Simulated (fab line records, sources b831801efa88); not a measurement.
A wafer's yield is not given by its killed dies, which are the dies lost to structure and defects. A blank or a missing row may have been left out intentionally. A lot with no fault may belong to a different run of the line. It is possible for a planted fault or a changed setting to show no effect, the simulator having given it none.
Which tool was responsible? / flow sfq line / Sampling: 11 lots, 33 wafers, 4 of 325 route steps

WHAT EACH GAUGE READ, for each wafer
SFQ_I2_OVL_MEAS_918. Usual: I2_OVL gives 1 nm (standard deviation 5.1).
lot=L603; measured=day 26 09:50; on=overlay-01; I2_OVL (nm)=-8 -7 -11; flag=
lot=L604; measured=day 27 00:25; on=overlay-01; I2_OVL (nm)=-9 -9 -8; flag=
lot=L605; measured=day 27 07:37; on=overlay-01; I2_OVL (nm)=-9 1 -10; flag=
lot=L606; measured=day 27 19:36; on=overlay-01; I2_OVL (nm)=8 9 8; flag=
lot=L607; measured=day 28 01:25; on=overlay-02; I2_OVL (nm)=3 -1 1; flag=
lot=L614; measured=day 31 14:17; on=overlay-02; I2_OVL (nm)=7 4 3; flag=
lot=L616; measured=day 31 22:40; on=overlay-02; I2_OVL (nm)=-2 -3 -1; flag=
lot=L619; measured=day 32 19:13; on=overlay-01; I2_OVL (nm)=5 2 0; flag=
lot=L621; measured=day 33 13:12; on=overlay-02; I2_OVL (nm)=-4 3 0; flag=
lot=L623; measured=day 34 07:20; on=overlay-01; I2_OVL (nm)=3 5 4; flag=
lot=L625; measured=day 34 22:35; on=overlay-02; I2_OVL (nm)=-3 -4 -4; flag=

SFQ_M4_RS_MEAS_924: measurement is done with a four-point probe. Usual: M4_NB_RS gives 0.891 ohm/sq (standard deviation 0.0079).
lot=L603; measured=day 27 18:42; on=film metro-01; M4_NB_RS (ohm/sq)=0.900 0.905 0.890; flag=
lot=L604; measured=day 28 06:26; on=film metro-04; M4_NB_RS (ohm/sq)=0.896 0.893 0.895; flag=
lot=L605; measured=day 28 17:02; on=film metro-02; M4_NB_RS (ohm/sq)=0.883 0.884 0.890; flag=
lot=L606; measured=day 34 04:01; on=film metro-02; M4_NB_RS (ohm/sq)=0.889 0.887 0.879; flag=
lot=L607; measured=day 34 13:59; on=film metro-02; M4_NB_RS (ohm/sq)=0.909 0.899 0.909; flag=
lot=L614; measured=day 38 17:59; on=film metro-04; M4_NB_RS (ohm/sq)=0.893 0.884 0.888; flag=
lot=L616; measured=day 39 01:10; on=film metro-04; M4_NB_RS (ohm/sq)=0.879 0.878 0.875; flag=
lot=L619; measured=day 40 03:11; on=film metro-04; M4_NB_RS (ohm/sq)=0.884 0.900 0.895; flag=
lot=L621; measured=day 40 21:22; on=film metro-02; M4_NB_RS (ohm/sq)=0.895 0.886 0.893; flag=
lot=L623; measured=day 41 12:25; on=film metro-02; M4_NB_RS (ohm/sq)=0.894 0.884 0.896; flag=
lot=L625; measured=day 41 19:07; on=film metro-04; M4_NB_RS (ohm/sq)=0.893 0.893 0.895; flag=

WHAT TOOL EACH LOT RAN ON (gives the tool, then ch and the chambers of the sampled wafers, and finally the start)
lot=L603; SFQ_TRILAYER_INCOMING_OXIDATION_002=furnace-02 ch 0, day 1 10:07; SFQ_TRILAYER_I0_METRO_MEASURE_029=film metro-03, day 8 18:41
lot=L604; SFQ_TRILAYER_INCOMING_OXIDATION_002=furnace-01 ch 0, day 1 15:07; SFQ_TRILAYER_I0_METRO_MEASURE_029=film metro-03, day 9 03:03
lot=L605; SFQ_TRILAYER_INCOMING_OXIDATION_002=furnace-02 ch 0, day 1 20:07; SFQ_TRILAYER_I0_METRO_MEASURE_029=film metro-01, day 9 12:03
lot=L606; SFQ_TRILAYER_INCOMING_OXIDATION_002=furnace-01 ch 0, day 2 01:07; SFQ_TRILAYER_I0_METRO_MEASURE_029=film metro-03, day 9 16:17
lot=L607; SFQ_TRILAYER_INCOMING_OXIDATION_002=furnace-02 ch 0, day 2 06:07; SFQ_TRILAYER_I0_METRO_MEASURE_029=film metro-03, day 9 22:06
lot=L614; SFQ_TRILAYER_INCOMING_OXIDATION_002=furnace-01 ch 0, day 3 17:07; SFQ_TRILAYER_I0_METRO_MEASURE_029=film metro-03, day 13 00:04
lot=L616; SFQ_TRILAYER_INCOMING_OXIDATION_002=furnace-01 ch 0, day 4 03:07; SFQ_TRILAYER_I0_METRO_MEASURE_029=film metro-03, day 13 05:52
lot=L619; SFQ_TRILAYER_INCOMING_OXIDATION_002=furnace-02 ch 0, day 4 18:13; SFQ_TRILAYER_I0_METRO_MEASURE_029=film metro-03, day 13 19:10
lot=L621; SFQ_TRILAYER_INCOMING_OXIDATION_002=furnace-02 ch 0, day 5 04:07; SFQ_TRILAYER_I0_METRO_MEASURE_029=film metro-03, day 14 09:46
lot=L623; SFQ_TRILAYER_INCOMING_OXIDATION_002=furnace-02 ch 0, day 5 14:07; SFQ_TRILAYER_I0_METRO_MEASURE_029=film metro-01, day 15 00:16
lot=L625; SFQ_TRILAYER_INCOMING_OXIDATION_002=furnace-02 ch 0, day 6 00:07; SFQ_TRILAYER_I0_METRO_MEASURE_029=film metro-03, day 15 14:18
- SFQ_TRILAYER_INCOMING_OXIDATION_002: target thk 500 nm, ox time 4939 s.
- SFQ_TRILAYER_I0_METRO_MEASURE_029

AS READ BY THE TOOLS THEMSELVES (means over the sampled wafers that have a number; for cases with no such wafer, the mark the record gives instead)
SFQ_TRILAYER_INCOMING_OXIDATION_002. Usual: spike tc bottom C 1015.8 C, standard deviation 2.6; spike tc centre C 1000.3 C, standard deviation 1.4; spike tc lower C 1000.0 C, standard deviation 0.96; spike tc upper C 999.5 C, standard deviation 1; tube center temp C 1000 C, standard deviation 0.091; tube_center_temp_C_max 1002.6, standard deviation 0.42.
lot=L603; tool=furnace-02; spike tc bottom C (C)=1017.6; spike tc centre C (C)=999.5; spike tc lower C (C)=1000.1; spike tc upper C (C)=999.6; tube center temp C (C)=1000; tube_center_temp_C_max=1002.5; flag=
lot=L604; tool=furnace-01; spike tc bottom C (C)=1013.1; spike tc centre C (C)=1001.8; spike tc lower C (C)=1000.1; spike tc upper C (C)=999.8; tube center temp C (C)=1000; tube_center_temp_C_max=1002.6; flag=
lot=L605; tool=furnace-02; spike tc bottom C (C)=1018.3; spike tc centre C (C)=1000.3; spike tc lower C (C)=1000.0; spike tc upper C (C)=1000.1; tube center temp C (C)=1000; tube_center_temp_C_max=1002.5; flag=
lot=L606; tool=furnace-01; spike tc bottom C (C)=1013.4; spike tc centre C (C)=1000.6; spike tc lower C (C)=1000.7; spike tc upper C (C)=1001.8; tube center temp C (C)=1000; tube_center_temp_C_max=1003.1; flag=
lot=L607; tool=furnace-02; spike tc bottom C (C)=1018.7; spike tc centre C (C)=999.4; spike tc lower C (C)=999.4; spike tc upper C (C)=998.8; tube center temp C (C)=1000; tube_center_temp_C_max=1002.1; flag=
lot=L614; tool=furnace-01; spike tc bottom C (C)=1004.6; spike tc centre C (C)=992.3; spike tc lower C (C)=990.7; spike tc upper C (C)=991.1; tube center temp C (C)=991; tube_center_temp_C_max=993.3; flag=OFF
lot=L616; tool=furnace-01; spike tc bottom C (C)=1004.7; spike tc centre C (C)=993.4; spike tc lower C (C)=992.0; spike tc upper C (C)=991.3; tube center temp C (C)=991; tube_center_temp_C_max=993.4; flag=OFF
lot=L619; tool=furnace-02; spike tc bottom C (C)=1017.2; spike tc centre C (C)=999.8; spike tc lower C (C)=1000.5; spike tc upper C (C)=999.8; tube center temp C (C)=1000; tube_center_temp_C_max=1002.7; flag=
lot=L621; tool=furnace-02; spike tc bottom C (C)=1017.0; spike tc centre C (C)=1000.3; spike tc lower C (C)=999.2; spike tc upper C (C)=999.7; tube center temp C (C)=1000; tube_center_temp_C_max=1002.2; flag=
lot=L623; tool=furnace-02; spike tc bottom C (C)=1018.0; spike tc centre C (C)=999.0; spike tc lower C (C)=999.7; spike tc upper C (C)=999.0; tube center temp C (C)=1000; tube_center_temp_C_max=1002.7; flag=
lot=L625; tool=furnace-02; spike tc bottom C (C)=1017.6; spike tc centre C (C)=999.5; spike tc lower C (C)=999.5; spike tc upper C (C)=998.6; tube center temp C (C)=1000; tube_center_temp_C_max=1002.6; flag=

SFQ_TRILAYER_I0_METRO_MEASURE_029. Usual: thk nm 200.3 nm, standard deviation 1.
lot=L603; tool=film metro-03; thk nm (nm)=201.8; flag=
lot=L604; tool=film metro-03; thk nm (nm)=199.2; flag=
lot=L605; tool=film metro-01; thk nm (nm)=199.9; flag=
lot=L606; tool=film metro-03; thk nm (nm)=201.6; flag=
lot=L607; tool=film metro-03; thk nm (nm)=199.0; flag=
lot=L614; tool=film metro-03; thk nm (nm)=200.4; flag=
lot=L616; tool=film metro-03; thk nm (nm)=200.7; flag=
lot=L619; tool=film metro-03; thk nm (nm)=200.4; flag=
lot=L621; tool=film metro-03; thk nm (nm)=200.8; flag=
lot=L623; tool=film metro-01; thk nm (nm)=200.4; flag=
lot=L625; tool=film metro-03; thk nm (nm)=200.2; flag=

THE ANSWER, worked out from the rows above alone
Rule: lot off if the mean of its wafers having a number is beyond 3 standard deviations from the usual mean. A lot without any number at a reading at which 4 lots or more have one is off too. Where the step has rows for the other lots, those lots are counted as sound. Order of review: gauges by route order, followed by the tools' own readings, for which a lot's mean as printed above is used. At the first step where some lot is off, the reading lying furthest off is the one used; lots without a number count as furthest.
Off, at SFQ_TRILAYER_INCOMING_OXIDATION_002 on tube center temp C: L614, L616.
If a tool, at that step or one of the process steps before it, ran each lot that is off and ran no sound lot following the first of them, it fits. One fits: SFQ_TRILAYER_INCOMING_OXIDATION_002 on furnace-01. A fault onset in the window from L606 (day 2 01:07, its last sound lot) to L614 (day 3 17:07, its first lot off) fits.
The tool's own readings at SFQ_TRILAYER_INCOMING_OXIDATION_002 bear it out: on the lots that are off they differ by more than 5 times the standard deviation of the sound lots' means. spike tc bottom C reads 1004.7 C there against 1016.8 C on the sound lots; spike tc centre C reads 992.8 C there against 1000.0 C on the sound lots; spike tc lower C reads 991.4 C there against 999.9 C on the sound lots; spike tc upper C reads 991.2 C there against 999.7 C on the sound lots; tube center temp C reads 991 C there against 1000 C on the sound lots; tube_center_temp_C_max reads 993.3 there against 1002.6 on the sound lots.

WHAT THE SIMULATOR HAD PUT IN
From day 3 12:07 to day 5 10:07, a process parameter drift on furnace-01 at SFQ_TRILAYER_INCOMING_OXIDATION_002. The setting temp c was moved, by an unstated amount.
Struck lots among those shown: L614, L616. The rule given above showed the same thing.
